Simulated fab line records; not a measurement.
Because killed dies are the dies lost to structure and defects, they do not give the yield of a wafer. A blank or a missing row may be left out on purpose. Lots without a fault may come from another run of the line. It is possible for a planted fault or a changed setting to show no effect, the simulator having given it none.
Which tool was responsible?    flow gf180mcu    7 lots with 21 wafers sampled at 2 steps, on a route of 602 steps

WHAT EACH GAUGE READ, for each wafer
GF_V5_THK_MEAS_03.
lot   measured      on            V5_CVD_02_THK (nm)
L688  day 27 04:44  filmMetro-04  1411 1446 1435
L691  day 28 06:49  filmMetro-01  1437 1467 1452
L702  day 31 11:52  filmMetro-04  1488 1492 1487
L704  day 31 21:11  filmMetro-02  1411 1431 1472
L706  day 32 08:36  filmMetro-02  1454 1453 1448
L708  day 32 23:46  filmMetro-02  1462 1477 1475

TOOL THAT RAN EACH LOT (tool first, then ch and the chambers of the sampled wafers, then the start)
lot   GF_SAB_DEVELOP_08
L688  lithoTrack-03 ch 0, day 16 02:58
L691  lithoTrack-02 ch 0, day 17 06:46
L696  lithoTrack-04 ch 0, day 19 10:30
L702  lithoTrack-03 ch 0, day 21 09:35
L704  lithoTrack-04 ch 0, day 21 21:51
L706  lithoTrack-02 ch 0, day 22 13:07
L708  lithoTrack-03 ch 0, day 23 07:14
- GF_SAB_DEVELOP_08: develop time 60 s.

THE ANSWER, worked out from the rows above alone
Rule: usual is defined by the lots themselves. Put in order of their means at a reading, lots are off if they are a third of the lots or fewer, leave a main group of 4 or more, and stand apart from it by a gap of 3 or more times the standard deviation of the main group's means; of several such gaps the widest counts. If all means in a main group match to the digits the tables above print for the reading, that group is not used. A lot without any number at a reading at which 4 lots or more have one is off too. The other lots that the step has rows for count as sound.
No lot is off on any of the readings shown, so nothing can be concluded from this.

WHAT THE SIMULATOR HAD INSERTED
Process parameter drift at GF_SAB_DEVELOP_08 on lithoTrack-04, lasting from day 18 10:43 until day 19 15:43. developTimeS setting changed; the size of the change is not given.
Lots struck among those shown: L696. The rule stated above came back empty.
